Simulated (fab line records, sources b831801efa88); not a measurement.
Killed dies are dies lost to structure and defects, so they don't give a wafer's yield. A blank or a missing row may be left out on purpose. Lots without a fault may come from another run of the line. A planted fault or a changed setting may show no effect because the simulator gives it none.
Which tool did it? | flow gf180mcu | 13 lots, 39 wafers sampled, at 5 steps of a route of 602

WHAT THE GAUGES READ, wafer by wafer
GF_HV_LDD_OVL_MEAS_20. Usual: HV_LDD_01_OVL 1.8 nm, standard deviation 1.5.
lot  | measured     | on         | HV_LDD_01_OVL (nm) | flag
L460 | day 11 00:14 | overlay-02 | -0.2 0.0 1.3       |
L461 | day 11 03:38 | overlay-02 | 1.5 3.3 1.8        |
L463 | day 11 15:38 | overlay-02 | 3.2 0.7 3.6        |
L468 | day 13 05:47 | overlay-02 | -0.1 0.1 0.9       |
L469 | day 13 20:04 | overlay-02 | 3.1 3.4 1.1        |
L472 | day 14 12:44 | overlay-01 | 1.6 -0.7 0.0       |
L474 | day 15 11:34 | overlay-01 | 4.7 3.7 4.5        |
L475 | day 15 20:55 | overlay-01 | 0.1 0.7 0.3        |
L477 | day 16 07:05 | overlay-02 | 2.6 1.1 0.7        |
L479 | day 16 21:43 | overlay-01 | 1.0 -0.4 1.3       |
L481 | day 17 10:35 | overlay-02 | 2.2 0.9 2.6        |
L482 | day 17 21:10 | overlay-02 | 1.4 2.0 0.7        |
L483 | day 18 01:50 | overlay-02 | 0.9 1.5 2.3        |

GF_NSD_CD_MEAS_07: target cd 400 nm. Usual: cd_nm 400.5 nm, standard deviation 2.3.
lot  | measured     | on        | cd_nm (nm)                          | flag
L460 | day 13 13:46 | cd_sem-01 | 401.9 403.2 403.9                   |
L461 | day 13 18:53 | cd_sem-02 | 398.2 395.9 399.5                   |
L463 | day 14 09:13 | cd_sem-01 | 400.7 402.0 402.3                   |
L468 | day 15 23:28 | cd_sem-02 | 384.5 385.9 386.4 385.0 385.8 386.3 | OFF
L469 | day 16 17:16 | cd_sem-01 | 388.8 388.1 388.1 388.6 387.9 388.2 | OFF
L472 | day 17 11:40 | cd_sem-02 | 402.6 402.7 401.7                   |
L474 | day 18 11:58 | cd_sem-01 | 401.5 400.5 400.5                   |
L475 | day 18 21:55 | cd_sem-02 | 399.6 401.6 401.6                   |
L477 | day 19 08:17 | cd_sem-01 | 396.4 398.1 396.1                   |
L479 | day 20 00:55 | cd_sem-01 | 395.6 398.9 397.1                   |
L481 | day 20 15:08 | cd_sem-01 | 399.7 399.8 401.6                   |
L482 | day 21 02:11 | cd_sem-02 | 397.0 399.1 397.8                   |
L483 | day 21 06:22 | cd_sem-02 | 399.4 400.8 398.0                   |

GF_PSD_TW_MEAS_11. Usual: PSD_TW 3186, standard deviation 36.
lot  | measured     | on            | PSD_TW         | flag
L460 | day 14 11:05 | film_metro-01 | 3219 3211 3202 |
L461 | day 14 16:06 | film_metro-02 | 3172 3164 3158 |
L463 | day 15 07:14 | film_metro-01 | 3219 3192 3203 |
L468 | day 16 22:37 | film_metro-01 | 3230 3227 3236 |
L469 | day 17 16:35 | film_metro-02 | 3137 3139 3142 |
L472 | day 18 11:34 | film_metro-02 | 3138 3159 3136 |
L474 | day 19 12:50 | film_metro-03 | 3187 3211 3203 |
L475 | day 19 23:22 | film_metro-01 | 3230 3225 3240 |
L477 | day 20 10:09 | film_metro-03 | 3183 3173 3159 |
L479 | day 21 01:36 | film_metro-01 | 3221 3215 3214 |
L481 | day 21 15:53 | film_metro-03 | 3181 3176 3165 |
L482 | day 22 02:46 | film_metro-02 | 3170 3163 3160 |
L483 | day 22 06:31 | film_metro-02 | 3162 3170 3182 |

WHICH TOOL RAN EACH LOT (tool, then ch and the chambers of the sampled wafers, then the start)
lot  | GF_NSD_COAT_02                    | GF_NSD_STRIP_11
L460 | litho_track-02 ch 0, day 13 03:37 | plasma_asher-03 ch 0,1, day 13 14:13
L461 | litho_track-03 ch 0, day 13 08:08 | plasma_asher-02 ch 0,1, day 13 19:19
L463 | litho_track-02 ch 0, day 13 22:49 | plasma_asher-04 ch 0,1, day 14 09:40
L468 | litho_track-02 ch 0, day 15 12:46 | plasma_asher-04 ch 1, day 16 04:34
L469 | litho_track-02 ch 0, day 16 05:52 | plasma_asher-04 ch 0,1, day 16 23:25
L472 | litho_track-03 ch 0, day 17 00:00 | plasma_asher-04 ch 0,1, day 17 12:07
L474 | litho_track-03 ch 0, day 18 01:06 | plasma_asher-03 ch 0,1, day 18 12:26
L475 | litho_track-03 ch 0, day 18 09:20 | plasma_asher-02 ch 0,1, day 18 22:22
L477 | litho_track-02 ch 0, day 18 20:29 | plasma_asher-03 ch 0,1, day 19 08:43
L479 | litho_track-02 ch 0, day 19 12:20 | plasma_asher-02 ch 0,1, day 20 01:21
L481 | litho_track-03 ch 0, day 20 03:23 | plasma_asher-03 ch 0,1, day 20 15:34
L482 | litho_track-03 ch 0, day 20 14:08 | plasma_asher-02 ch 0,1, day 21 02:37
L483 | litho_track-04 ch 0, day 20 17:47 | plasma_asher-04 ch 0,1, day 21 06:49
- GF_NSD_COAT_02: resist thk 1000 nm.
- GF_NSD_STRIP_11: strips in O2/N2.

WHAT THE TOOLS THEMSELVES READ (means of the sampled wafers that have a number; where no wafer has one, the mark that the record gives instead)
GF_NSD_STRIP_11. Usual: drypump_motor_current_A 5.8 A, standard deviation 0.37; heater_power_w 327 W, standard deviation 25; oes_product_au 0.488 a.u., standard deviation 0.0046; strip_time_to_endpoint_s 22.97 s, standard deviation 0.038.
lot  | tool            | drypump_motor_current_A (A) | heater_power_w (W) | oes_product_au (a.u.) | strip_time_to_endpoint_s (s) | flag
L460 | plasma_asher-03 | 5.7                         | 344                | 0.482                 | 22.98                        |
L461 | plasma_asher-02 | 6.2                         | 300                | 0.490                 | 23.01                        |
L463 | plasma_asher-04 | 5.4                         | 339                | 0.491                 | 22.97                        |
L468 | plasma_asher-04 | 5.8                         | 361                | 0.503                 | 24.71                        | OFF
L469 | plasma_asher-04 | 5.4                         | 341                | 0.506                 | 24.73                        | OFF
L472 | plasma_asher-04 | 5.4                         | 332                | 0.486                 | 22.93                        |
L474 | plasma_asher-03 | 5.8                         | 334                | 0.490                 | 22.96                        |
L475 | plasma_asher-02 | 6.3                         | 309                | 0.489                 | 22.98                        |
L477 | plasma_asher-03 | 5.7                         | 347                | 0.490                 | 22.95                        |
L479 | plasma_asher-02 | 6.2                         | 294                | 0.486                 | 22.92                        |
L481 | plasma_asher-03 | 5.8                         | 340                | 0.488                 | 22.98                        |
L482 | plasma_asher-02 | 6.2                         | 299                | 0.488                 | 22.94                        |
L483 | plasma_asher-04 | 5.6                         | 347                | 0.495                 | 22.89                        |

THE ANSWER, worked out from the rows above alone
Rule: a lot is off if the mean of its wafers that have a number lies more than 3 standard deviations from the usual mean. A lot without any number at a reading at which 4 lots or more have one is off too. The other lots that the step has rows for count as sound. The gauges are gone through in route order, then the tools' own readings, and for those a lot's mean is taken as printed above. The first step at which some lot is off is used, and at that step the reading that is off furthest; a lot without a number counts as furthest.
Off: L468, L469, at GF_NSD_CD_MEAS_07 (cd_nm).
A tool fits if, at a process step before that reading, it ran every lot that is off, and no sound lot after the first of them. The gauges at GF_NSD_CD_MEAS_07 aren't tried: what is off there is off at GF_NSD_STRIP_11 too, on other tools, and a gauge's error can't cause that. None of those tried fits.

WHAT THE SIMULATOR HAD PUT IN
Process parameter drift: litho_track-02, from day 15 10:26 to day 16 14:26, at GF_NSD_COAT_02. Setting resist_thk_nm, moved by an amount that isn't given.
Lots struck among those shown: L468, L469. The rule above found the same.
